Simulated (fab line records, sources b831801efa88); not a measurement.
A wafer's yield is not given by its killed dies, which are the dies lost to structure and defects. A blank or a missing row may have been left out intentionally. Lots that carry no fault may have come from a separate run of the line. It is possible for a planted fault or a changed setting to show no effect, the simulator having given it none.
Which tool is to blame? | flow gf180mcu | 7 lots, 21 wafers sampled, at 3 steps of a route of 602

== WHAT THE GAUGES SHOWED, per wafer ==
GF_MIM_RS_MEAS_10: the measuring method here is four-point-probe.
lot  | measured     | on            | MIM_ALCU_RS (ohm/sq)
L324 | day 25 05:20 | film_metro-02 | 0.1581 0.1619 0.1621
L326 | day 26 08:47 | film_metro-02 | 0.1640 0.1633 0.1602
L328 | day 26 14:40 | film_metro-02 | 0.1574 0.1577 0.1584
L332 | day 28 03:45 | film_metro-02 | 0.1623 0.1579 0.1618
L334 | day 28 16:34 | film_metro-03 | 0.1612 0.1611 0.1607
L337 | day 29 11:03 | film_metro-01 | 0.1598 0.1594 0.1595
L343 | day 31 06:28 | film_metro-02 | 0.1617 0.1609 0.1611

== WHICH TOOL RAN EACH LOT (tool, then ch and the chambers of the sampled wafers, then the start) ==
lot  | GF_CONTACT_CMP_27             | GF_MIM_SPUTTER_07
L324 | cmp-01 ch 0,1,3, day 16 18:19 | pvd_sputter-02, day 25 05:14
L326 | cmp-02 ch 0,1,2, day 18 01:44 | pvd_sputter-01, day 26 08:41
L328 | cmp-01 ch 1,2, day 18 05:56   | pvd_sputter-02, day 26 14:31
L332 | cmp-02 ch 1,3, day 20 01:25   | pvd_sputter-04, day 28 03:39
L334 | cmp-02 ch 0,2,3, day 20 17:36 | pvd_sputter-01, day 28 16:28
L337 | cmp-02 ch 0,1, day 21 12:47   | pvd_sputter-04, day 29 10:55
L343 | cmp-01 ch 1,2,3, day 23 18:35 | pvd_sputter-04, day 31 06:22
- GF_CONTACT_CMP_27: polishes, stops on SiO2, t overpolish 15 s, target thk 0 nm.
- GF_MIM_SPUTTER_07: material TiN, target thk 60 nm, time 50 s.

== THE ANSWER, worked out from the rows above alone ==
Rule: the lots themselves supply what counts as usual. The widest of any qualifying gaps counts: lots, ordered by their means at a reading, are off when they make up no more than a third of the lots, leave a main group of 4 or more, and stand apart from it by 3 or more times the standard deviation of that group's means. A main group whose means are all the same, to the digits that the tables above print for the reading, isn't used. A lot without any number at a reading at which 4 lots or more have one is off too. Where the step has rows for the other lots, those lots are counted as sound.
No lot is off at any reading shown: from this, nothing can be told.

== WHAT HAD BEEN PUT IN BY THE SIMULATOR ==
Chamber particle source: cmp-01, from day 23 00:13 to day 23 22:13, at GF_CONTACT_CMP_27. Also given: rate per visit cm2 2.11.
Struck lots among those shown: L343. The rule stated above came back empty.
